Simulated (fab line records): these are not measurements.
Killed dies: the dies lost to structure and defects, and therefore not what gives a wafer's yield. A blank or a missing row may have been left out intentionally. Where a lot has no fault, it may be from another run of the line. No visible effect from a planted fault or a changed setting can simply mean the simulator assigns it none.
What tool caused it? | flow gf180mcu | 13 lots with 39 wafers sampled at 4 steps, on a route of 602 steps

WHAT EACH GAUGE READ, for each wafer
GF_VT_IMPLANT_OVL_MEAS_29.
lot  | measured     | on         | VT_IMPLANT_02_OVL (nm)
L304 | day 6 21:46  | overlay-01 | 2.7 3.2 1.3
L306 | day 7 07:55  | overlay-02 | 0.4 0.0 0.6
L310 | day 8 10:52  | overlay-01 | 2.1 2.5 2.2
L311 | day 8 16:37  | overlay-01 | 2.0 3.1 2.2
L312 | day 9 00:19  | overlay-01 | 1.7 3.3 3.6
L313 | day 9 11:05  | overlay-01 | -2.2 -2.4 -1.1
L314 | day 9 13:55  | overlay-02 | 3.2 3.8 3.3
L315 | day 9 21:13  | overlay-01 | 2.3 0.9 3.4
L316 | day 10 03:08 | overlay-02 | 2.7 2.9 2.2
L318 | day 10 15:16 | overlay-01 | -2.0 -1.4 -0.7
L321 | day 11 14:40 | overlay-02 | 0.2 1.1 2.1
L324 | day 12 05:19 | overlay-02 | -1.1 0.4 0.4
L325 | day 12 13:52 | overlay-01 | 2.0 2.2 2.3

GF_M1_CD_MEAS_14: the cd target is 230 nm.
lot  | measured     | on       | cdNm (nm)
L304 | day 17 05:04 | cdSem-01 | 229.1 230.4 228.4
L306 | day 17 20:31 | cdSem-02 | 229.3 228.5 230.1
L310 | day 19 11:13 | cdSem-01 | 229.9 229.1 230.2
L311 | day 19 17:52 | cdSem-02 | 229.3 228.7 227.7
L312 | day 20 05:57 | cdSem-01 | 228.9 228.4 229.2
L313 | day 20 16:17 | cdSem-01 | 228.4 228.5 229.1
L314 | day 20 22:44 | cdSem-02 | 228.7 228.7 228.4
L315 | day 21 08:09 | cdSem-02 | 228.8 229.5 229.2
L316 | day 21 17:33 | cdSem-01 | 230.1 231.0 230.7
L318 | day 22 08:21 | cdSem-01 | 229.2 229.1 228.3
L321 | day 23 14:01 | cdSem-02 | 228.8 227.3 228.9
L324 | day 24 03:52 | cdSem-01 | 230.5 228.7 231.3
L325 | day 24 13:54 | cdSem-01 | 231.3 230.7 231.7

WHAT TOOL EACH LOT RAN ON (gives the tool, then ch and the chambers of the sampled wafers, and finally the start)
lot  | GF_POLY_GATE_ETCH_12              | GF_PSD_STRIP_10
L304 | rieDiel-01 ch 1,2, day 9 06:49    | plasmaAsher-03 ch 0,1, day 14 06:34
L306 | rieDiel-01 ch 1,3, day 9 17:37    | plasmaAsher-04 ch 1, day 14 19:52
L310 | rieDiel-03 ch 0,3, day 10 22:49   | plasmaAsher-04 ch 0,1, day 16 09:19
L311 | rieDiel-04 ch 0,2,3, day 11 04:14 | plasmaAsher-02 ch 0,1, day 16 15:25
L312 | rieDiel-03 ch 0,3, day 11 11:55   | plasmaAsher-02 ch 0,1, day 17 02:09
L313 | rieDiel-03 ch 0,2,3, day 11 22:43 | plasmaAsher-03 ch 0,1, day 17 12:28
L314 | rieDiel-01 ch 0,1,3, day 12 04:31 | plasmaAsher-03 ch 0,1, day 17 18:58
L315 | rieDiel-04 ch 0,1,2, day 12 11:16 | plasmaAsher-03 ch 0,1, day 18 04:18
L316 | rieDiel-01 ch 2,3, day 12 16:02   | plasmaAsher-04 ch 0,1, day 18 14:35
L318 | rieDiel-03 ch 0,1,3, day 13 06:02 | plasmaAsher-03 ch 0,1, day 19 05:22
L321 | rieDiel-03 ch 0,3, day 14 09:26   | plasmaAsher-03 ch 0,1, day 20 12:16
L324 | rieDiel-04 ch 2,3, day 15 01:13   | plasmaAsher-04 ch 0,1, day 21 03:28
L325 | rieDiel-04 ch 1,2, day 15 10:52   | plasmaAsher-04 ch 0,1, day 21 14:04
- GF_POLY_GATE_ETCH_12: etches BARC in N2/H2.
- GF_PSD_STRIP_10: strips in O2/N2.

WHAT THE TOOLS THEMSELVES READ (means of the sampled wafers that have a number; where no wafer has one, the mark that the record gives instead)
GF_POLY_GATE_ETCH_12.
lot  | tool       | drypumpMotorCurrentA (A) | oesProductAu (a.u.) | throttleValvePct (%)
L304 | rieDiel-01 | 5.7                      | 0.739               | 13.213
L306 | rieDiel-01 | 5.5                      | 0.734               | 13.217
L310 | rieDiel-03 | 6.5                      | 0.736               | 13.222
L311 | rieDiel-04 | 6.2                      | 0.734               | 13.205
L312 | rieDiel-03 | 6.4                      | 0.731               | 13.214
L313 | rieDiel-03 | 6.1                      | 0.733               | 13.211
L314 | rieDiel-01 | 5.6                      | 0.732               | 13.213
L315 | rieDiel-04 | 6.1                      | 0.736               | 13.216
L316 | rieDiel-01 | 5.8                      | 0.738               | 13.215
L318 | rieDiel-03 | 5.9                      | 0.738               | 13.218
L321 | rieDiel-03 | 6.5                      | 0.735               | 13.214
L324 | rieDiel-04 | 6.1                      | 0.737               | 13.208
L325 | rieDiel-04 | 5.8                      | 0.737               | 13.213

GF_PSD_STRIP_10.
lot  | tool           | drypumpMotorCurrentA (A) | heaterPowerW (W) | o2FlowSccm (sccm) | oesProductAu (a.u.) | stripTimeToEndpointS (s)
L304 | plasmaAsher-03 | 5.9                      | 304              | 2998              | 0.589               | 16.71
L306 | plasmaAsher-04 | 5.1                      | 255              | 3006              | 0.587               | 16.74
L310 | plasmaAsher-04 | 4.9                      | 296              | 2999              | 0.587               | 16.68
L311 | plasmaAsher-02 | 6.0                      | 279              | 3010              | 0.592               | 16.70
L312 | plasmaAsher-02 | 5.4                      | 291              | 3003              | 0.591               | 16.74
L313 | plasmaAsher-03 | 5.8                      | 302              | 3002              | 0.587               | 16.75
L314 | plasmaAsher-03 | 6.0                      | 296              | 3003              | 0.582               | 16.72
L315 | plasmaAsher-03 | 6.0                      | 297              | 3009              | 0.588               | 16.69
L316 | plasmaAsher-04 | 5.0                      | 277              | 2998              | 0.587               | 16.65
L318 | plasmaAsher-03 | 6.0                      | 294              | 2996              | 0.589               | 16.70
L321 | plasmaAsher-03 | 5.9                      | 299              | 2994              | 0.588               | 16.69
L324 | plasmaAsher-04 | 5.0                      | 281              | 3603              | 0.593               | 16.46
L325 | plasmaAsher-04 | 5.0                      | 273              | 3597              | 0.588               | 16.53

THE ANSWER, worked out from the rows above alone
Rule: what is usual is taken from the lots themselves. The widest of any qualifying gaps counts: lots, ordered by their means at a reading, are off when they make up no more than a third of the lots, leave a main group of 4 or more, and stand apart from it by 3 or more times the standard deviation of that group's means. A main group whose means are all the same, to the digits that the tables above print for the reading, isn't used. Also off: a lot with no number at a reading for which 4 or more lots have one. All remaining lots with rows at the step are treated as sound. The gauges are gone through in route order, then the tools' own readings, and for those a lot's mean is taken as printed above. At the first step where some lot is off, the reading lying furthest off is the one used; lots without a number count as furthest.
Off, at GF_PSD_STRIP_10 on o2FlowSccm: L324, L325. The main group has a mean of 3002 sccm with a standard deviation of 5.
If a tool, at that step or one of the process steps before it, ran each lot that is off and ran no sound lot following the first of them, it fits. Undecided on this evidence; 2 tools fit (rieDiel-04 at GF_POLY_GATE_ETCH_12, plasmaAsher-04 at GF_PSD_STRIP_10).

WHAT THE SIMULATOR PUT IN
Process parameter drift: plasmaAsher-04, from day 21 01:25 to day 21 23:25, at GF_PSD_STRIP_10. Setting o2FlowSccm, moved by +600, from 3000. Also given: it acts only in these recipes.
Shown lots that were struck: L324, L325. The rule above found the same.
